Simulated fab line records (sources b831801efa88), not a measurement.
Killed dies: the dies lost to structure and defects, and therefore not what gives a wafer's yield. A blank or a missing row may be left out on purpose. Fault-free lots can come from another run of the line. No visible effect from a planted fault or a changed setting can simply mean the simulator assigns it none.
Which tool did it?    flow sky130    36 wafers from 12 lots sampled at 5 of the route's 708 steps

WHAT EACH GAUGE READ, for each wafer
SKY_POLY_GATE_OVL_MEAS_14. Usual: POLY_GATE_OVL 0 nm, standard deviation 5.8.
lot   measured      on          POLY_GATE_OVL (nm)  flag
L349  day 16 01:59  overlay-01  1 -4 9              
L350  day 16 15:58  overlay-01  -3 1 -3             
L356  day 19 04:02  overlay-01  1 -3 -1             
L358  day 19 20:50  overlay-02  -4 4 -2             
L363  day 21 17:29  overlay-02  0 -3 -2             
L364  day 21 20:34  overlay-02  1 -5 -6             
L365  day 22 04:16  overlay-02  5 7 13              
L367  day 23 20:38  overlay-01  3 -1 -1             
L368  day 23 21:40  overlay-02  0 -3 -4             
L369  day 24 02:14  overlay-01  14 4 3              
L371  day 24 13:05  overlay-01  -5 -8 -2            
L372  day 24 18:38  overlay-01  -2 -6 0             

SKY_LDD_LDN_TW_MEAS_13. Usual: LDD_LDN_TW 1483, standard deviation 7.5.
lot   measured      on            LDD_LDN_TW      flag
L349  day 22 13:27  filmMetro-04  1487 1487 1496  
L350  day 23 03:27  filmMetro-03  1584 1592 1585  OFF
L356  day 25 16:31  filmMetro-04  1578 1579 1582  OFF
L358  day 26 07:28  filmMetro-02  1588 1594 1595  OFF
L363  day 28 00:39  filmMetro-04  1484 1481 1482  
L364  day 28 04:02  filmMetro-02  1489 1491 1486  
L365  day 28 10:47  filmMetro-03  1482 1470 1484  
L367  day 30 00:22  filmMetro-02  1474 1490 1483  
L368  day 30 01:56  filmMetro-02  1484 1486 1479  
L369  day 30 06:52  filmMetro-04  1492 1489 1492  
L371  day 30 16:48  filmMetro-03  1477 1480 1484  
L372  day 30 22:02  filmMetro-04  1486 1486 1483  

WHAT TOOL EACH LOT RAN ON (gives the tool, then ch and the chambers of the sampled wafers, and finally the start)
lot   SKY_LDD_HVN_STRIP_09                 SKY_LDD_LDN_IMPLANT_09           SKY_LDD_LDN_STRIP_12
L349  plasmaAsher-03 ch 0,1, day 19 23:17  implanter-04 ch 0, day 22 12:55  plasmaAsher-03 ch 0,1, day 22 13:20
L350  plasmaAsher-02 ch 0,1, day 20 11:47  implanter-03 ch 0, day 23 02:17  plasmaAsher-04 ch 0,1, day 23 03:20
L356  plasmaAsher-04 ch 0,1, day 23 04:23  implanter-04 ch 0, day 25 15:40  plasmaAsher-03 ch 0,1, day 25 16:24
L358  plasmaAsher-02 ch 1, day 23 20:02    implanter-03 ch 0, day 26 06:37  plasmaAsher-04 ch 0,1, day 26 07:21
L363  plasmaAsher-04 ch 0,1, day 25 14:11  implanter-03 ch 0, day 28 00:07  plasmaAsher-01 ch 0,1, day 28 00:32
L364  plasmaAsher-04 ch 0,1, day 25 18:23  implanter-04 ch 0, day 28 03:29  plasmaAsher-01 ch 0,1, day 28 03:56
L365  plasmaAsher-04 ch 0,1, day 26 00:47  implanter-03 ch 0, day 28 10:14  plasmaAsher-03 ch 0,1, day 28 10:41
L367  plasmaAsher-02 ch 0,1, day 27 15:19  implanter-04 ch 0, day 29 23:50  plasmaAsher-01 ch 0,1, day 30 00:16
L368  plasmaAsher-02 ch 0,1, day 27 16:47  implanter-04 ch 0, day 30 01:23  plasmaAsher-03 ch 0,1, day 30 01:50
L369  plasmaAsher-04 ch 0,1, day 27 21:25  implanter-04 ch 0, day 30 06:20  plasmaAsher-01 ch 0,1, day 30 06:47
L371  plasmaAsher-03 ch 0,1, day 28 07:35  implanter-03 ch 0, day 30 16:16  plasmaAsher-01 ch 0,1, day 30 16:41
L372  plasmaAsher-02 ch 0,1, day 28 11:56  implanter-01 ch 0, day 30 21:31  plasmaAsher-03 ch 0,1, day 30 21:56
- SKY_LDD_HVN_STRIP_09: strips in O2/N2.
- SKY_LDD_LDN_IMPLANT_09
- SKY_LDD_LDN_STRIP_12: strips in O2/N2.

AS READ BY THE TOOLS THEMSELVES (means over the sampled wafers that have a number; for cases with no such wafer, the mark the record gives instead)
SKY_LDD_HVN_STRIP_09. Usual: drypumpMotorCurrentA 6.2 A, standard deviation 0.34; o2FlowSccm 2999 sccm, standard deviation 8.9; oesProductAu 0.408 a.u., standard deviation 0.0044; stripTimeToEndpointS 4.138 s, standard deviation 0.013.
lot   tool            drypumpMotorCurrentA (A)  o2FlowSccm (sccm)  oesProductAu (a.u.)  stripTimeToEndpointS (s)  flag
L349  plasmaAsher-03  6.0                       3004               0.405                4.140                     
L350  plasmaAsher-02  6.2                       2998               0.410                4.143                     
L356  plasmaAsher-04  6.5                       2993               0.409                4.136                     
L358  plasmaAsher-02  6.0                       2999               0.411                4.126                     
L363  plasmaAsher-04  6.5                       2999               0.410                4.117                     
L364  plasmaAsher-04  6.5                       2996               0.408                4.133                     
L365  plasmaAsher-04  6.5                       2997               0.407                4.132                     
L367  plasmaAsher-02  6.1                       2999               0.410                4.144                     
L368  plasmaAsher-02  6.2                       3002               0.409                4.128                     
L369  plasmaAsher-04  6.2                       2999               0.411                4.150                     
L371  plasmaAsher-03  6.1                       2997               0.403                4.134                     
L372  plasmaAsher-02  6.1                       2999               0.413                4.154                     

SKY_LDD_LDN_STRIP_12. Usual: drypumpMotorCurrentA 5.8 A, standard deviation 0.61; o2FlowSccm 3000 sccm, standard deviation 9.2; oesProductAu 0.716 a.u., standard deviation 0.0043; stripTimeToEndpointS 14.17 s, standard deviation 0.035.
lot   tool            drypumpMotorCurrentA (A)  o2FlowSccm (sccm)  oesProductAu (a.u.)  stripTimeToEndpointS (s)  flag
L349  plasmaAsher-03  6.0                       2995               0.716                14.19                     
L350  plasmaAsher-04  6.5                       2996               0.719                14.18                     
L356  plasmaAsher-03  6.1                       2996               0.716                14.21                     
L358  plasmaAsher-04  6.5                       2999               0.718                14.17                     
L363  plasmaAsher-01  5.1                       2998               0.714                14.17                     
L364  plasmaAsher-01  5.5                       3008               0.720                14.20                     
L365  plasmaAsher-03  6.0                       3007               0.712                14.17                     
L367  plasmaAsher-01  5.1                       3008               0.714                14.21                     
L368  plasmaAsher-03  6.1                       3000               0.721                14.18                     
L369  plasmaAsher-01  5.1                       3004               0.718                14.14                     
L371  plasmaAsher-01  5.1                       2993               0.716                14.19                     
L372  plasmaAsher-03  6.1                       3002               0.716                14.11                     

THE ANSWER, worked out from the rows above alone
Rule: a lot counts as off when the mean over its wafers that have a number is more than 3 standard deviations away from the usual mean. Also off: a lot with no number at a reading for which 4 or more lots have one. Any other lot the step has rows for is counted as sound. First the gauges in route order, then the tools' own readings, where a lot's mean is used as printed above. At the first step where some lot is off, the reading lying furthest off is the one used; lots without a number count as furthest.
Off: L350, L356, L358, at SKY_LDD_LDN_TW_MEAS_13 (LDD_LDN_TW).
If a tool, at a process step before that reading, ran all the lots that are off and no sound lot after the first of them, it fits. Those tools and the gauges at SKY_LDD_LDN_TW_MEAS_13 are tried in the same way. Of those tried, none fits.

WHAT WAS PUT IN BY THE SIMULATOR
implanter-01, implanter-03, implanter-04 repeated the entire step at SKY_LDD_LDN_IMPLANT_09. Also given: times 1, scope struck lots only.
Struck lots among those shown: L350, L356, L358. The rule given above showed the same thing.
